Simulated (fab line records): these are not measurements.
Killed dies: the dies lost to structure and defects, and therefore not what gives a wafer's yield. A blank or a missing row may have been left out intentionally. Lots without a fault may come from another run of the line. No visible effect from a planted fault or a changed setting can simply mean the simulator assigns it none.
Chamber matching || flow sky130 || SKY_PASSIVATION_CVD_00 on pecvd-01: 3 sister chambers
The step deposits SiO2, target thk 90 nm. 3 wafers are shown with their chamber, then 7 later ones without.

## WAFERS PAIRED WITH THEIR CHAMBERS
{"wafer": "L089.2", "chamber": 0, "heater power w (W)": 689}
{"wafer": "L089.4", "chamber": 2, "heater power w (W)": 519}
{"wafer": "L091.4", "chamber": 1, "heater power w (W)": 449}

## WAFERS WITH NO CHAMBER GIVEN
{"wafer": "L091.5", "heater power w (W)": 635}
{"wafer": "L092.1", "heater power w (W)": 558}
{"wafer": "L092.2", "heater power w (W)": 515}
{"wafer": "L092.5", "heater power w (W)": 559}
{"wafer": "L093.1", "heater power w (W)": 568}
{"wafer": "L093.2", "heater power w (W)": 478}
{"wafer": "L093.6", "heater power w (W)": 570}

## WHICH CHAMBER EACH ONE RAN IN
{"wafer": "L091.5", "from the rows above": "can't be placed: 0 or 2", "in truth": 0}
{"wafer": "L092.1", "from the rows above": "can't be placed: 2 or 1", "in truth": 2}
{"wafer": "L092.2", "from the rows above": "can't be placed: 2 or 1", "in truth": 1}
{"wafer": "L092.5", "from the rows above": "can't be placed: 2 or 1", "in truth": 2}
{"wafer": "L093.1", "from the rows above": "can't be placed: 2 or 1 or 0", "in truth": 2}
{"wafer": "L093.2", "from the rows above": "can't be placed: 1 or 2", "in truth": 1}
{"wafer": "L093.6", "from the rows above": "can't be placed: 2 or 0 or 1", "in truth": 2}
Correct placement for 0 of the 7. From these rows, 7 cannot be placed; in 7 the true chamber is one of the candidates. Wrongly placed: 0.
How it was worked out, from the rows above alone: a wafer's distance from a chamber is the root of the sum, over the readings, of the square of ((its reading less the chamber's mean) divided by the reading's scatter). If the next closest chamber is less than 2 further off than the closest, the wafer can't be placed; otherwise it belongs to the closest. The mean given for a chamber averages the wafers shown for that chamber. The scatter: with one shown wafer a chamber, the root of the mean of the squares of how far each hidden wafer lies from its nearest shown one.
